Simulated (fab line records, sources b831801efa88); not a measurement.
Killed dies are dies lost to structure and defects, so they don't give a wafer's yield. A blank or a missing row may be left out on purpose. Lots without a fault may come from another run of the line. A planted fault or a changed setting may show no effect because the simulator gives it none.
Which tool did it? | flow sky130 | 12 lots, 36 wafers sampled, at 1 step of a route of 708

WHAT THE GAUGES READ, wafer by wafer
SKY_LOCAL_INTERCONNECT_OVL_MEAS_12.
lot  | measured     | on         | LOCAL_INTERCONNECT_OVL (nm)
L460 | day 29 18:10 | overlay-02 | -5 -2 -1
L468 | day 32 16:32 | overlay-01 | 4 -1 2
L471 | day 33 17:55 | overlay-01 | -1 -1 -1
L473 | day 34 09:49 | overlay-02 | 3 -9 0
L474 | day 34 16:16 | overlay-02 | -10 -10 -5
L475 | day 35 04:01 | overlay-02 | 4 -4 4
L477 | day 36 10:11 | overlay-01 | -4 -6 -7
L478 | day 36 18:06 | overlay-01 | 1 -4 0
L479 | day 36 23:00 | overlay-01 | -8 -10 -9
L481 | day 37 13:20 | overlay-01 | -10 -12 -13
L480 | day 37 14:22 | overlay-02 | 2 5 4
L483 | day 39 06:23 | overlay-02 | 7 -1 -5

WHICH TOOL RAN EACH LOT (tool, then ch and the chambers of the sampled wafers, then the start)
The record holds no process step before these readings.

WHAT THE TOOLS THEMSELVES READ (means of the sampled wafers that have a number; where no wafer has one, the mark that the record gives instead)
The record holds no such reading with a usual standard deviation.

THE ANSWER, worked out from the rows above alone
Rule: what is usual is taken from the lots themselves. Put in order of their means at a reading, lots are off if they are a third of the lots or fewer, leave a main group of 4 or more, and stand apart from it by a gap of 3 or more times the standard deviation of the main group's means; of several such gaps the widest counts. A main group whose means are all the same, to the digits that the tables above print for the reading, isn't used. A lot without any number at a reading at which 4 lots or more have one is off too. The other lots that the step has rows for count as sound. The gauges are gone through in route order, then the tools' own readings, and for those a lot's mean is taken as printed above. The first step at which some lot is off is used, and at that step the reading that is off furthest; a lot without a number counts as furthest.
No lot is off at any reading shown: from this, nothing can be told.

WHAT THE SIMULATOR HAD PUT IN
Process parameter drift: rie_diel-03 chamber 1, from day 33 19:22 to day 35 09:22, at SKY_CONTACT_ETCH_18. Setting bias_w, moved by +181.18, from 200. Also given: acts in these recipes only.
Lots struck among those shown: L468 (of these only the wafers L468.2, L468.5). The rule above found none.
